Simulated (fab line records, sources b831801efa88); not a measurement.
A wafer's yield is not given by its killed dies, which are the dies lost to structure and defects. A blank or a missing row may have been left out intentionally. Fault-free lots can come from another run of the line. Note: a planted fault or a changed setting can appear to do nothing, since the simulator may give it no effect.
Chamber matching ; flow sky130 ; cmp-02 running SKY_LI_CONTACT_CMP_24: 4 sister chambers
The step polishes, stops on PSG, t overpolish 20 s, target thk 0 nm. 16 wafers are shown with their chamber, then 8 later ones without.

== EACH WAFER AND ITS CHAMBER ==
wafer;chamber;motorCurrentA (A);timeToEndpointS (s);overpolishRunS (s)
L131.2;2;12.6;100;19.990
L131.4;1;11.1;97;19.993
L131.5;2;12.1;96;19.996
L135.1;2;11.5;98;19.996
L135.2;0;9.7;91;19.991
L135.6;3;11.3;94;20.005
L137.1;2;12.0;98;19.986
L137.2;1;11.5;98;19.996
L137.5;2;12.8;98;20.001
L146.1;1;11.8;105;19.999
L146.2;2;12.5;102;20.000
L146.5;2;11.9;105;20.003
L149.1;1;11.8;103;19.986
L149.5;2;11.7;99;19.995
L149.6;3;10.8;94;19.997
L151.2;2;12.5;96;20.009

SIGNATURES (averages over the wafers above)
reading;chamber 0;chamber 1;chamber 2;chamber 3;scatter within a chamber
motorCurrentA;9.700;11.550;12.178;11.050;0.411
timeToEndpointS;91.00;100.75;99.11;94.00;3.05
overpolishRunS;19.99100;19.99350;19.99733;20.00100;0.00649
Rule: a wafer lies at a distance from a chamber equal to the root of the sum of squares, over the readings, of (its reading less the chamber's mean, divided by the reading's scatter). The wafer belongs to the nearest chamber; if the next one is less than 2 further off, it can't be placed. The scatter: take each reading less its chamber's mean, square it, sum over the shown wafers, divide by the number of wafers less the number of chambers, and take the root.

== WAFERS WITH NO CHAMBER GIVEN ==
wafer;motorCurrentA (A);timeToEndpointS (s);overpolishRunS (s)
L151.5;9.5;89;19.990
L151.6;10.8;95;20.005
L153.3;12.3;99;19.995
L153.4;11.1;100;19.993
L153.5;12.6;105;19.991
L154.1;12.0;103;20.014
L154.3;11.6;100;20.005
L154.4;9.3;95;20.029

== WHICH CHAMBER EACH ONE RAN IN ==
wafer;from the rows above;in truth
L151.5;0;0
L151.6;3;3
L153.3;can't be placed: 2 or 1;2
L153.4;can't be placed: 1 or 3 or 2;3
L153.5;can't be placed: 2 or 1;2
L154.1;can't be placed: 2 or 1 or 3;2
L154.3;can't be placed: 1 or 2 or 3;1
L154.4;can't be placed: 3 or 0 or 1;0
Correctly placed: 2 of 8. From these rows, 6 cannot be placed; in 6 the true chamber is one of the candidates. Wrongly placed: 0.
